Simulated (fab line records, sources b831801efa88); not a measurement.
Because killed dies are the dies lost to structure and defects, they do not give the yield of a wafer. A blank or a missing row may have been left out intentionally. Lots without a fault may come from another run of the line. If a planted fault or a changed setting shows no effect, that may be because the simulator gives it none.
fab line records -- flow gf180mcu
record lots=24, wafers=72, last-day=34
route steps=602 shown M2@362 V2@407 V4@478
lots that met no fault: from a run of the same line without faults
start-h: hours from the record's first day to the start of the lot's first wafer shown -- wait-h: hours from the lot's prior step to this one -- " repeats the value in the row above -- L1.1+2: a row that stands for several wafers -- - no value present, or no start provided -- * or withheld: withheld -- < > ~ a bound
route shown NAME@n: NAME is a module with steps in the file, n the number in the route of the first one -- usual: mean/standard deviation of fault-free wafers -- same: alike in all rows -- chamber/n: place in a boat -- sites: the reading at each site -- _std_site: how widely they spread, as a standard deviation -- _edge_site: inner sites' mean taken away from outer sites' mean -- radius-mm: how far each site lies from the wafer's centre -- mask NAME#n: copy n -- behind: the most recent tool/chamber to have shaped the wafer -- hold: why the lot went on hold/how many hours it stayed there/how the hold came to an end -- device: the transistor (n, p or np) that didn't switch -- end of line: tests of these same wafers at the route's end -- a step given without rows: its recipe and nothing more -- killed: not the wafer's yield, but the dies lost to structure and defects at the first sort -- map: shows each die of a wafer: x if killed, . if not, _ if none is there
set.NAME: the setting that was run; set.NAME@STEP: the one run at that earlier step -- model.NAME: the simulator's own value behind a step, which no gauge read
one table for each step of the route and one row for each wafer, over a sample of lots
services: from which hour (start-h, from the record's first day; less than 0 if before it) a tool's chamber was out of use, for how many hours, and why
## steps
# step GF_M2_SPUTTER_00
# recipe material=Ti, target-thk-nm=37.5, arriving-ion-energy-ev=80, substrate-temp-c=200, chamber-pressure-pa=2, power-w=4000, time-s=150
# usual throttle-valve-pct=30.1/0.78
# same time-s=150
lot.wafer,tool,chamber,start-h,wait-h,throttle-valve-pct
L074.4,pvd-sputter-04,-,413.25,0.1,29.2
L074.5,pvd-sputter-04,-,413.25,0.1,29.0
L074.6,pvd-sputter-04,-,413.25,0.1,30.6
L075.1,pvd-sputter-04,-,420.51,0.2,30.3
L075.2,pvd-sputter-04,-,420.51,0.2,29.4
L075.3,pvd-sputter-04,-,420.51,0.2,31.8
L076.1,pvd-sputter-03,-,431.09,0.1,30.2
L076.4,pvd-sputter-03,-,431.09,0.1,29.5
L076.5,pvd-sputter-03,-,431.09,0.1,30.1
L077.2,pvd-sputter-04,-,440.35,0.2,30.5
L077.3,pvd-sputter-04,-,440.35,0.2,28.9
L077.6,pvd-sputter-04,-,440.35,0.2,30.2
L078.2,pvd-sputter-04,-,451.37,0.1,31.7
L078.3,pvd-sputter-04,-,451.37,0.1,30.4
L078.5,pvd-sputter-04,-,451.37,0.1,30.3
L079.2,pvd-sputter-04,-,463.42,0.1,31.8
L079.5,pvd-sputter-04,-,463.42,0.1,30.5
L079.6,pvd-sputter-04,-,463.42,0.1,32.1
L080.1,pvd-sputter-01,-,477.32,0.1,30.2
L080.2,pvd-sputter-01,-,477.32,0.1,30.2
L080.4,pvd-sputter-01,-,477.32,0.1,30.1
L081.1,pvd-sputter-03,-,478.58,0.1,29.7
L081.4,pvd-sputter-03,-,478.58,0.1,29.4
L081.5,pvd-sputter-03,-,478.58,0.1,29.8
L082.1,pvd-sputter-03,-,494.50,0.2,29.3
L082.4,pvd-sputter-03,-,494.50,0.2,29.8
L082.5,pvd-sputter-03,-,494.50,0.2,29.1
L083.1,pvd-sputter-01,-,509.61,0.2,30.3
L083.4,pvd-sputter-01,-,509.61,0.2,30.6
L083.6,pvd-sputter-01,-,509.61,0.2,30.4
L084.2,pvd-sputter-03,-,511.89,0.1,30.0
L084.3,pvd-sputter-03,-,511.89,0.1,29.4
L084.4,pvd-sputter-03,-,511.89,0.1,30.3
L085.2,pvd-sputter-03,-,518.94,0.1,29.3
L085.4,pvd-sputter-03,-,518.94,0.1,29.7
L085.6,pvd-sputter-03,-,518.94,0.1,29.6
L086.1,pvd-sputter-03,-,522.05,0.2,28.9
L086.3,pvd-sputter-03,-,522.05,0.2,30.2
L086.4,pvd-sputter-03,-,522.05,0.2,30.1
L087.1,pvd-sputter-04,-,539.39,0.1,30.2
L087.2,pvd-sputter-04,-,539.39,0.1,31.8
L087.6,pvd-sputter-04,-,539.39,0.1,31.8
L088.1,pvd-sputter-01,-,544.16,0.2,30.3
L088.2,pvd-sputter-01,-,544.16,0.2,30.4
L088.5,pvd-sputter-01,-,544.16,0.2,30.3
L089.2,pvd-sputter-03,-,551.03,0.1,30.3
L089.5,pvd-sputter-03,-,551.03,0.1,30.2
L089.6,pvd-sputter-03,-,551.03,0.1,30.2
L090.1,pvd-sputter-01,-,562.65,0.2,30.5
L090.2,pvd-sputter-01,-,562.65,0.2,30.9
L090.6,pvd-sputter-01,-,562.65,0.2,30.3
L091.3,pvd-sputter-04,-,567.83,0.1,31.8
L091.4,pvd-sputter-04,-,567.83,0.1,30.2
L091.6,pvd-sputter-04,-,567.83,0.1,28.8
L092.1,pvd-sputter-03,-,572.63,0.2,29.9
L092.3,pvd-sputter-03,-,572.63,0.2,29.6
L092.5,pvd-sputter-03,-,572.63,0.2,30.5
L093.1,pvd-sputter-01,-,584.23,0.1,30.5
L093.2,pvd-sputter-01,-,584.23,0.1,30.3
L093.4,pvd-sputter-01,-,584.23,0.1,30.4
L094.2,pvd-sputter-03,-,590.26,0.2,30.4
L094.4,pvd-sputter-03,-,590.26,0.2,29.1
L094.6,pvd-sputter-03,-,590.26,0.2,29.6
L095.1,pvd-sputter-03,-,593.51,0.1,29.4
L095.3,pvd-sputter-03,-,593.51,0.1,30.1
L095.4,pvd-sputter-03,-,593.51,0.1,29.4
L096.3,pvd-sputter-04,-,601.97,0.1,28.7
L096.4,pvd-sputter-04,-,601.97,0.1,31.9
L096.6,pvd-sputter-04,-,601.97,0.1,31.8
L097.2,pvd-sputter-04,-,613.94,0.2,29.0
L097.5,pvd-sputter-04,-,613.94,0.2,29.0
L097.6,pvd-sputter-04,-,613.94,0.2,30.3
# step GF_M2_THK_MEAS_06
# recipe thk-meas-gauge=xrf, reads=AlCu_of_M2_SPUTTER_02
# usual M2_ALCU_THK=466/5.9
lot.wafer,tool,chamber,start-h,wait-h,M2_ALCU_THK[nm]
L074.4,film-metro-04,-,413.62,0.1,470
L074.5,film-metro-04,-,413.62,0.1,472
L074.6,film-metro-04,-,413.62,0.1,459
L075.1,film-metro-02,-,420.85,0.1,456
L075.2,film-metro-02,-,420.85,0.1,465
L075.3,film-metro-02,-,420.85,0.1,467
L076.1,film-metro-04,-,431.43,0.1,463
L076.4,film-metro-04,-,431.43,0.1,464
L076.5,film-metro-04,-,431.43,0.1,466
L077.2,film-metro-02,-,440.70,0.1,462
L077.3,film-metro-02,-,440.70,0.1,466
L077.6,film-metro-02,-,440.70,0.1,461
L078.2,film-metro-02,-,451.72,0.1,468
L078.3,film-metro-02,-,451.72,0.1,457
L078.5,film-metro-02,-,451.72,0.1,455
L079.2,film-metro-04,-,463.77,0.1,465
L079.5,film-metro-04,-,463.77,0.1,451
L079.6,film-metro-04,-,463.77,0.1,462
L080.1,film-metro-04,-,477.66,0.1,462
L080.2,film-metro-04,-,477.66,0.1,467
L080.4,film-metro-04,-,477.66,0.1,468
L081.1,film-metro-01,-,478.92,0.1,470
L081.4,film-metro-01,-,478.92,0.1,468
L081.5,film-metro-01,-,478.92,0.1,470
L082.1,film-metro-02,-,494.84,0.1,466
L082.4,film-metro-02,-,494.84,0.1,463
L082.5,film-metro-02,-,494.84,0.1,464
L083.1,film-metro-01,-,509.96,0.1,474
L083.4,film-metro-01,-,509.96,0.1,464
L083.6,film-metro-01,-,509.96,0.1,462
L084.2,film-metro-04,-,512.25,0.1,466
L084.3,film-metro-04,-,512.25,0.1,467
L084.4,film-metro-04,-,512.25,0.1,459
L085.2,film-metro-01,-,519.30,0.1,474
L085.4,film-metro-01,-,519.30,0.1,471
L085.6,film-metro-01,-,519.30,0.1,469
L086.1,film-metro-01,-,522.39,0.1,465
L086.3,film-metro-01,-,522.39,0.1,464
L086.4,film-metro-01,-,522.39,0.1,465
L087.1,film-metro-01,-,539.73,0.1,475
L087.2,film-metro-01,-,539.73,0.1,482
L087.6,film-metro-01,-,539.73,0.1,483
L088.1,film-metro-01,-,544.50,0.1,467
L088.2,film-metro-01,-,544.50,0.1,461
L088.5,film-metro-01,-,544.50,0.1,464
L089.2,film-metro-02,-,551.38,0.1,464
L089.5,film-metro-02,-,551.38,0.1,462
L089.6,film-metro-02,-,551.38,0.1,466
L090.1,film-metro-02,-,562.99,0.1,471
L090.2,film-metro-02,-,562.99,0.1,464
L090.6,film-metro-02,-,562.99,0.1,472
L091.3,film-metro-01,-,568.19,0.1,468
L091.4,film-metro-01,-,568.19,0.1,462
L091.6,film-metro-01,-,568.19,0.1,459
L092.1,film-metro-02,-,572.97,0.1,470
L092.3,film-metro-02,-,572.97,0.1,466
L092.5,film-metro-02,-,572.97,0.1,464
L093.1,film-metro-01,-,584.57,0.1,479
L093.2,film-metro-01,-,584.57,0.1,464
L093.4,film-metro-01,-,584.57,0.1,474
L094.2,film-metro-04,-,590.61,0.1,465
L094.4,film-metro-04,-,590.61,0.1,472
L094.6,film-metro-04,-,590.61,0.1,467
L095.1,film-metro-01,-,593.85,0.1,460
L095.3,film-metro-01,-,593.85,0.1,457
L095.4,film-metro-01,-,593.85,0.1,461
L096.3,film-metro-04,-,602.34,0.1,464
L096.4,film-metro-04,-,602.34,0.1,477
L096.6,film-metro-04,-,602.34,0.1,476
L097.2,film-metro-04,-,614.29,0.1,450
L097.5,film-metro-04,-,614.29,0.1,455
L097.6,film-metro-04,-,614.29,0.1,451
# step GF_M2_STRIP_17
# recipe chemistry=O2/N2, power-w=1400, pressure-mtorr=1500, platen-temp-c=250, o2-flow-sccm=3000, n2-flow-sccm=300, overash-fraction=0.5
# usual drypump-motor-current-A=5.8/0.53, heater-power-w=322/36, oes-product-au=0.558/0.0049, strip-time-to-endpoint-s=7.87/0.065
lot.wafer,tool,chamber,start-h,wait-h,drypump-motor-current-A,heater-power-w,oes-product-au,rf-hours-counter-h,strip-time-to-endpoint-s
L074.4,plasma-asher-04,0,438.45,0.1,5.1,320,0.551,-,7.78
L074.5,plasma-asher-04,1,438.45,0.1,6.3,332,0.561,-,7.82
L074.6,plasma-asher-04,0,438.45,0.1,5.1,329,0.553,-,7.74
L075.1,plasma-asher-04,1,445.32,0.1,6.2,339,0.563,78,7.85
L075.2,plasma-asher-04,0,445.32,0.1,5.0,319,0.557,78,7.88
L075.3,plasma-asher-04,0,445.32,0.1,5.0,326,0.555,-,7.88
L076.1,plasma-asher-03,1,455.99,0.1,6.7,402,0.561,67,7.96
L076.4,plasma-asher-03,0,455.99,0.1,6.1,249,0.570,-,7.95
L076.5,plasma-asher-03,0,455.99,0.1,6.1,251,0.561,-,7.85
L077.2,plasma-asher-01,1,465.24,0.1,6.1,306,0.556,35,7.88
L077.3,plasma-asher-01,1,465.24,0.1,6.1,309,0.561,-,7.87
L077.6,plasma-asher-01,0,465.24,0.1,5.4,316,0.561,-,7.88
L078.2,plasma-asher-04,0,476.29,0.1,5.1,319,0.553,82,7.78
L078.3,plasma-asher-04,0,476.29,0.1,5.1,313,0.550,-,7.77
L078.5,plasma-asher-04,1,476.29,0.1,6.2,344,0.554,-,7.77
L079.2,plasma-asher-03,1,487.59,0.1,6.7,401,0.565,71,7.91
L079.5,plasma-asher-03,1,487.59,0.1,6.7,397,0.567,-,7.98
L079.6,plasma-asher-03,0,487.59,0.1,6.1,245,0.558,-,7.90
L080.1,plasma-asher-03,1,501.73,0.2,6.7,402,0.555,72,7.83
L080.2,plasma-asher-03,0,501.73,0.2,6.1,251,0.553,72,7.87
L080.4,plasma-asher-03,1,501.73,0.2,6.7,409,0.556,-,7.87
L081.1,plasma-asher-04,0,502.58,0.1,5.1,317,0.568,85,7.95
L081.4,plasma-asher-04,1,502.58,0.1,6.2,330,0.564,-,7.92
L081.5,plasma-asher-04,1,502.58,0.1,6.2,329,0.563,-,7.93
L082.1,plasma-asher-01,1,518.70,0.1,6.1,324,0.553,40,7.80
L082.4,plasma-asher-01,0,518.70,0.1,5.4,312,0.562,-,7.83
L082.5,plasma-asher-01,1,518.70,0.1,6.1,311,0.559,-,7.87
L083.1,plasma-asher-03,0,533.55,0.2,6.1,246,0.554,75,7.88
L083.4,plasma-asher-03,0,533.55,0.2,6.1,251,0.555,-,7.90
L083.6,plasma-asher-03,1,533.55,0.2,6.7,401,0.559,-,7.90
L084.2,plasma-asher-01,1,535.62,0.1,6.1,309,0.558,42,7.77
L084.3,plasma-asher-01,0,535.62,0.1,5.4,318,0.562,-,7.75
L084.4,plasma-asher-01,1,535.62,0.1,6.1,307,0.552,-,7.77
L085.2,plasma-asher-01,1,542.05,0.1,6.1,305,0.552,42,7.88
L085.4,plasma-asher-01,0,542.05,0.1,5.4,322,0.566,-,7.92
L085.6,plasma-asher-01,0,542.05,0.1,5.4,318,0.557,-,7.85
L086.1,plasma-asher-04,0,544.95,0.1,5.1,313,0.567,89,7.89
L086.3,plasma-asher-04,0,544.95,0.1,5.0,324,0.558,-,7.87
L086.4,plasma-asher-04,1,544.95,0.1,6.2,335,0.555,-,7.97
L087.1,plasma-asher-04,1,562.70,0.1,6.2,333,0.558,91,7.76
L087.2,plasma-asher-04,0,562.70,0.1,5.1,317,0.562,91,7.85
L087.6,plasma-asher-04,1,562.70,0.1,6.2,338,0.559,-,7.85
L088.1,plasma-asher-04,0,566.48,0.1,5.0,321,0.557,91,7.98
L088.2,plasma-asher-04,1,566.48,0.1,6.2,341,0.559,91,7.86
L088.5,plasma-asher-04,1,566.48,0.1,6.3,333,0.559,-,7.95
L089.2,plasma-asher-01,1,573.52,0.1,6.1,312,0.560,45,7.93
L089.5,plasma-asher-01,0,573.52,0.1,5.4,325,0.555,-,7.82
L089.6,plasma-asher-01,1,573.52,0.1,6.1,316,0.559,-,7.90
L090.1,plasma-asher-01,1,585.32,0.1,6.1,307,0.567,46,7.98
L090.2,plasma-asher-01,0,585.32,0.1,5.4,318,0.556,46,7.87
L090.6,plasma-asher-01,0,585.32,0.1,5.4,322,0.556,-,7.88
L091.3,plasma-asher-04,0,589.63,0.1,5.1,314,0.555,-,7.94
L091.4,plasma-asher-04,1,589.63,0.1,6.3,335,0.560,-,7.83
L091.6,plasma-asher-04,1,589.63,0.1,6.3,345,0.558,-,7.85
L092.1,plasma-asher-01,0,593.70,0.1,5.4,316,0.559,47,7.78
L092.3,plasma-asher-01,0,593.70,0.1,5.4,324,0.553,-,7.80
L092.5,plasma-asher-01,0,593.70,0.1,5.4,321,0.557,-,7.83
L093.1,plasma-asher-01,0,605.35,0.1,5.4,323,0.555,48,7.84
L093.2,plasma-asher-01,1,605.35,0.1,6.1,318,0.572,48,7.92
L093.4,plasma-asher-01,1,605.35,0.1,6.1,312,0.559,-,7.91
L094.2,plasma-asher-01,1,611.76,0.1,6.1,304,0.557,49,7.91
L094.4,plasma-asher-01,0,611.76,0.1,5.4,309,0.552,-,7.93
L094.6,plasma-asher-01,1,611.76,0.1,6.1,317,0.556,-,7.92
L095.1,plasma-asher-04,1,615.18,0.1,6.3,332,0.559,96,7.93
L095.3,plasma-asher-04,1,615.18,0.1,6.2,329,0.561,-,7.97
L095.4,plasma-asher-04,0,615.18,0.1,5.0,319,0.559,-,7.93
L096.3,plasma-asher-01,0,623.33,0.1,5.4,323,0.560,-,7.98
L096.4,plasma-asher-01,1,623.33,0.1,6.1,310,0.559,-,7.93
L096.6,plasma-asher-01,0,623.33,0.1,5.4,324,0.558,-,7.95
L097.2,plasma-asher-03,0,634.64,0.1,6.1,252,0.559,86,8.00
L097.5,plasma-asher-03,1,634.64,0.1,6.7,399,0.561,-,7.97
L097.6,plasma-asher-03,0,634.64,0.1,6.1,246,0.551,-,7.87
# step GF_V2_THK_MEAS_25
# recipe thk-meas-gauge=xrf, reads=W_of_V2_CVD_23
# usual V2_W_THK=352/7.9
lot.wafer,tool,chamber,start-h,wait-h,V2_W_THK[nm]
L074.4,film-metro-03,-,465.12,0.1,340
L074.5,film-metro-03,-,465.12,0.1,346
L074.6,film-metro-03,-,465.12,0.1,341
L075.1,film-metro-02,-,471.87,0.1,348
L075.2,film-metro-02,-,471.87,0.1,347
L075.3,film-metro-02,-,471.87,0.1,350
L076.1,film-metro-01,-,482.94,0.1,353
L076.4,film-metro-01,-,482.94,0.1,353
L076.5,film-metro-01,-,482.94,0.1,363
L077.2,film-metro-02,-,491.56,0.1,353
L077.3,film-metro-02,-,491.56,0.1,360
L077.6,film-metro-02,-,491.56,0.1,357
L078.2,film-metro-02,-,502.83,0.1,357
L078.3,film-metro-02,-,502.83,0.1,355
L078.5,film-metro-02,-,502.83,0.1,354
L079.2,film-metro-01,-,513.99,0.1,362
L079.5,film-metro-01,-,513.99,0.1,351
L079.6,film-metro-01,-,513.99,0.1,361
L080.1,film-metro-03,-,526.70,0.1,363
L080.2,film-metro-03,-,526.70,0.1,348
L080.4,film-metro-03,-,526.70,0.1,346
L081.1,film-metro-02,-,528.28,0.1,349
L081.4,film-metro-02,-,528.28,0.1,352
L081.5,film-metro-02,-,528.28,0.1,349
L082.1,film-metro-03,-,544.70,0.1,351
L082.4,film-metro-03,-,544.70,0.1,354
L082.5,film-metro-03,-,544.70,0.1,353
L083.1,film-metro-03,-,558.22,0.1,351
L083.4,film-metro-03,-,558.22,0.1,349
L083.6,film-metro-03,-,558.22,0.1,353
L084.2,film-metro-03,-,561.01,0.1,351
L084.3,film-metro-03,-,561.01,0.1,343
L084.4,film-metro-03,-,561.01,0.1,352
L085.2,film-metro-02,-,567.00,0.1,350
L085.4,film-metro-02,-,567.00,0.1,357
L085.6,film-metro-02,-,567.00,0.1,361
L086.1,film-metro-01,-,570.07,0.1,342
L086.3,film-metro-01,-,570.07,0.1,346
L086.4,film-metro-01,-,570.07,0.1,358
L087.1,film-metro-02,-,586.67,0.1,366
L087.2,film-metro-02,-,586.67,0.1,355
L087.6,film-metro-02,-,586.67,0.1,364
L088.1,film-metro-03,-,590.81,0.1,350
L088.2,film-metro-03,-,590.81,0.1,340
L088.5,film-metro-03,-,590.81,0.1,349
L089.2,film-metro-03,-,596.67,0.1,347
L089.5,film-metro-03,-,596.67,0.1,350
L089.6,film-metro-03,-,596.67,0.1,353
L090.1,film-metro-03,-,608.88,0.1,346
L090.2,film-metro-03,-,608.88,0.1,339
L090.6,film-metro-03,-,608.88,0.1,348
L091.3,film-metro-03,-,612.90,0.1,356
L091.4,film-metro-03,-,612.90,0.1,341
L091.6,film-metro-03,-,612.90,0.1,353
L092.1,film-metro-01,-,617.03,0.1,370
L092.3,film-metro-01,-,617.03,0.1,367
L092.5,film-metro-01,-,617.03,0.1,365
L093.1,film-metro-01,-,627.77,0.1,352
L093.2,film-metro-01,-,627.77,0.1,338
L093.4,film-metro-01,-,627.77,0.1,345
L094.2,film-metro-01,-,634.11,0.1,344
L094.4,film-metro-01,-,634.11,0.1,339
L094.6,film-metro-01,-,634.11,0.1,346
L095.1,film-metro-02,-,637.90,0.1,353
L095.3,film-metro-02,-,637.90,0.1,349
L095.4,film-metro-02,-,637.90,0.1,354
L096.3,film-metro-02,-,645.91,0.1,352
L096.4,film-metro-02,-,645.91,0.1,368
L096.6,film-metro-02,-,645.91,0.1,353
L097.2,film-metro-02,-,657.58,0.1,350
L097.5,film-metro-02,-,657.58,0.1,358
L097.6,film-metro-02,-,657.58,0.1,349
# step GF_V4_CVD_02
# recipe material=SiO2, target-thk-nm=850, precursor=TEOS, temp-c=400, time-s=94.851, rf-w=600
# usual heater-power-w=555/100
# same time-s=94.851
lot.wafer,tool,chamber,start-h,wait-h,heater-power-w
L074.4,pecvd-01,2,540.15,0.1,610
L074.5,pecvd-01,1,540.15,0.1,572
L074.6,pecvd-01,0,540.15,0.1,802
L075.1,pecvd-02,1,547.73,0.1,445
L075.2,pecvd-02,0,547.73,0.1,479
L075.3,pecvd-02,2,547.73,0.1,548
L076.1,pecvd-01,1,556.55,0.1,465
L076.4,pecvd-01,0,556.55,0.1,759
L076.5,pecvd-01,1,556.55,0.1,560
L077.2,pecvd-03,0,566.20,0.0,513
L077.3,pecvd-03,2,566.20,0.0,561
L077.6,pecvd-03,2,566.20,0.0,608
L078.2,pecvd-03,1,576.34,0.0,623
L078.3,pecvd-03,0,576.34,0.0,413
L078.5,pecvd-03,0,576.34,0.0,466
L079.2,pecvd-02,1,586.10,0.0,398
L079.5,pecvd-02,1,586.10,0.0,433
L079.6,pecvd-02,0,586.10,0.0,590
L080.1,pecvd-02,1,597.88,0.1,406
L080.2,pecvd-02,0,597.88,0.1,545
L080.4,pecvd-02,1,597.88,0.1,429
L081.1,pecvd-03,1,599.17,0.1,658
L081.4,pecvd-03,1,599.17,0.1,549
L081.5,pecvd-03,0,599.17,0.1,425
L082.1,pecvd-02,2,614.71,0.1,580
L082.4,pecvd-02,0,614.71,0.1,466
L082.5,pecvd-02,1,614.71,0.1,422
L083.1,pecvd-02,1,625.91,0.1,354
L083.4,pecvd-02,2,625.91,0.1,583
L083.6,pecvd-02,1,625.91,0.1,392
L084.2,pecvd-03,1,628.87,0.0,540
L084.3,pecvd-03,0,628.87,0.0,505
L084.4,pecvd-03,1,628.87,0.0,596
L085.2,pecvd-03,1,635.35,0.0,623
L085.4,pecvd-03,1,635.35,0.0,662
L085.6,pecvd-03,0,635.35,0.0,429
L086.1,pecvd-02,1,638.66,0.1,368
L086.3,pecvd-02,0,638.66,0.1,517
L086.4,pecvd-02,0,638.66,0.1,558
L087.1,pecvd-02,2,652.64,0.1,532
L087.2,pecvd-02,0,652.64,0.1,512
L087.6,pecvd-02,2,652.64,0.1,585
L088.1,pecvd-02,0,656.57,0.1,501
L088.2,pecvd-02,2,656.57,0.1,529
L088.5,pecvd-02,0,656.57,0.1,551
L089.2,pecvd-02,0,662.70,0.0,582
L089.5,pecvd-02,2,662.70,0.0,580
L089.6,pecvd-02,0,662.70,0.0,464
L090.1,pecvd-01,0,671.65,0.1,714
L090.2,pecvd-01,2,671.65,0.1,639
L090.6,pecvd-01,2,671.65,0.1,506
L091.3,pecvd-02,0,676.96,0.0,585
L091.4,pecvd-02,0,676.96,0.0,467
L091.6,pecvd-02,1,676.96,0.0,416
L092.1,pecvd-01,0,681.32,0.1,796
L092.3,pecvd-01,1,681.32,0.1,543
L092.5,pecvd-01,1,681.32,0.1,584
L093.1,pecvd-03,1,690.85,0.1,532
L093.2,pecvd-03,2,690.85,0.1,627
L093.4,pecvd-03,2,690.85,0.1,664
L094.2,pecvd-02,1,696.28,0.0,378
L094.4,pecvd-02,0,696.28,0.0,565
L094.6,pecvd-02,1,696.28,0.0,416
L095.1,pecvd-01,0,700.14,0.1,736
L095.3,pecvd-01,1,700.14,0.1,495
L095.4,pecvd-01,1,700.14,0.1,531
L096.3,pecvd-03,1,706.48,0.0,657
L096.4,pecvd-03,1,706.48,0.0,666
L096.6,pecvd-03,2,706.48,0.0,664
L097.2,pecvd-03,2,718.10,0.0,647
L097.5,pecvd-03,0,718.10,0.0,473
L097.6,pecvd-03,2,718.10,0.0,656
# step GF_V4_SPUTTER_22
# recipe material=TiN, target-thk-nm=10, chamber-pressure-pa=5, power-w=4000, time-s=40
# usual throttle-valve-pct=30.0/0.72
# same time-s=40
lot.wafer,tool,chamber,start-h,wait-h,throttle-valve-pct
L074.4,pvd-sputter-02,-,564.43,0.0,30.5
L074.5,pvd-sputter-02,-,564.43,0.0,28.0
L074.6,pvd-sputter-02,-,564.43,0.0,30.6
L075.1,pvd-sputter-03,-,571.70,0.0,30.1
L075.2,pvd-sputter-03,-,571.70,0.0,29.2
L075.3,pvd-sputter-03,-,571.70,0.0,29.7
L076.1,pvd-sputter-03,-,580.11,0.0,30.0
L076.4,pvd-sputter-03,-,580.11,0.0,29.3
L076.5,pvd-sputter-03,-,580.11,0.0,29.3
L077.2,pvd-sputter-01,-,589.01,0.0,30.2
L077.3,pvd-sputter-01,-,589.01,0.0,30.4
L077.6,pvd-sputter-01,-,589.01,0.0,30.1
L078.2,pvd-sputter-01,-,599.23,0.0,30.5
L078.3,pvd-sputter-01,-,599.23,0.0,31.1
L078.5,pvd-sputter-01,-,599.23,0.0,30.4
L079.2,pvd-sputter-01,-,609.03,0.0,30.1
L079.5,pvd-sputter-01,-,609.03,0.0,30.4
L079.6,pvd-sputter-01,-,609.03,0.0,30.8
L080.1,pvd-sputter-02,-,620.08,0.0,30.2
L080.2,pvd-sputter-02,-,620.08,0.0,30.4
L080.4,pvd-sputter-02,-,620.08,0.0,30.3
L081.1,pvd-sputter-03,-,621.33,0.0,30.1
L081.4,pvd-sputter-03,-,621.33,0.0,30.3
L081.5,pvd-sputter-03,-,621.33,0.0,29.3
L082.1,pvd-sputter-01,-,636.79,0.0,31.2
L082.4,pvd-sputter-01,-,636.79,0.0,30.5
L082.5,pvd-sputter-01,-,636.79,0.0,30.4
L083.1,pvd-sputter-02,-,647.32,0.0,27.7
L083.4,pvd-sputter-02,-,647.32,0.0,30.9
L083.6,pvd-sputter-02,-,647.32,0.0,30.3
L084.2,pvd-sputter-03,-,650.13,0.0,29.4
L084.3,pvd-sputter-03,-,650.13,0.0,30.1
L084.4,pvd-sputter-03,-,650.13,0.0,29.9
L085.2,pvd-sputter-03,-,656.75,0.0,30.0
L085.4,pvd-sputter-03,-,656.75,0.0,29.2
L085.6,pvd-sputter-03,-,656.75,0.0,29.8
L086.1,pvd-sputter-01,-,659.80,0.0,30.4
L086.3,pvd-sputter-01,-,659.80,0.0,30.2
L086.4,pvd-sputter-01,-,659.80,0.0,30.8
L087.1,pvd-sputter-03,-,673.04,0.0,29.5
L087.2,pvd-sputter-03,-,673.04,0.0,29.3
L087.6,pvd-sputter-03,-,673.04,0.0,30.1
L088.1,pvd-sputter-03,-,677.54,0.0,29.6
L088.2,pvd-sputter-03,-,677.54,0.0,30.0
L088.5,pvd-sputter-03,-,677.54,0.0,29.6
L089.2,pvd-sputter-01,-,683.19,0.0,30.9
L089.5,pvd-sputter-01,-,683.19,0.0,30.4
L089.6,pvd-sputter-01,-,683.19,0.0,30.8
L090.1,pvd-sputter-02,-,691.78,0.0,30.2
L090.2,pvd-sputter-02,-,691.78,0.0,27.8
L090.6,pvd-sputter-02,-,691.78,0.0,28.0
L091.3,pvd-sputter-01,-,697.13,0.0,30.0
L091.4,pvd-sputter-01,-,697.13,0.0,30.6
L091.6,pvd-sputter-01,-,697.13,0.0,30.6
L092.1,pvd-sputter-03,-,701.69,0.0,30.1
L092.3,pvd-sputter-03,-,701.69,0.0,30.3
L092.5,pvd-sputter-03,-,701.69,0.0,30.3
L093.1,pvd-sputter-03,-,710.20,0.0,29.8
L093.2,pvd-sputter-03,-,710.20,0.0,30.0
L093.4,pvd-sputter-03,-,710.20,0.0,29.7
L094.2,pvd-sputter-03,-,715.73,0.0,29.4
L094.4,pvd-sputter-03,-,715.73,0.0,29.3
L094.6,pvd-sputter-03,-,715.73,0.0,29.2
L095.1,pvd-sputter-01,-,719.64,0.0,30.1
L095.3,pvd-sputter-01,-,719.64,0.0,30.6
L095.4,pvd-sputter-01,-,719.64,0.0,30.4
L096.3,pvd-sputter-02,-,725.36,0.0,27.9
L096.4,pvd-sputter-02,-,725.36,0.0,30.3
L096.6,pvd-sputter-02,-,725.36,0.0,30.6
L097.2,pvd-sputter-03,-,737.42,0.0,29.9
L097.5,pvd-sputter-03,-,737.42,0.0,29.5
L097.6,pvd-sputter-03,-,737.42,0.0,29.6
## services
tool,chamber,start-h,hours,kind
pvd-sputter-01,-,391.13,4.3,repair
plasma-asher-04,-,399.21,13.2,repair
pecvd-02,2,421.39,22.7,repair
pvd-sputter-01,-,429.76,3.0,repair
pecvd-02,-,438.10,1.4,repair
plasma-asher-01,-,449.42,8.5,repair
pecvd-03,-,469.98,2.0,repair
plasma-asher-04,-,476.50,1.3,repair
pvd-sputter-01,-,478.90,2.3,repair
pvd-sputter-01,-,490.01,11.6,repair
pecvd-02,-,500.69,2.8,pm
pecvd-02,0,511.81,10.4,repair
plasma-asher-04,-,521.02,1.2,repair
pecvd-03,1,521.85,22.4,repair
pvd-sputter-04,-,529.79,0.6,repair
pecvd-02,0,567.81,12.8,repair
pvd-sputter-03,-,587.28,2.5,repair
pvd-sputter-03,-,641.78,1.8,repair
plasma-asher-04,-,650.99,3.9,repair
plasma-asher-04,-,654.85,14.6,pm
pvd-sputter-04,-,675.54,7.7,repair
plasma-asher-04,-,678.85,11.2,repair
pecvd-02,1,726.80,12.0,repair
plasma-asher-04,-,733.75,9.0,pm
## key
fault none
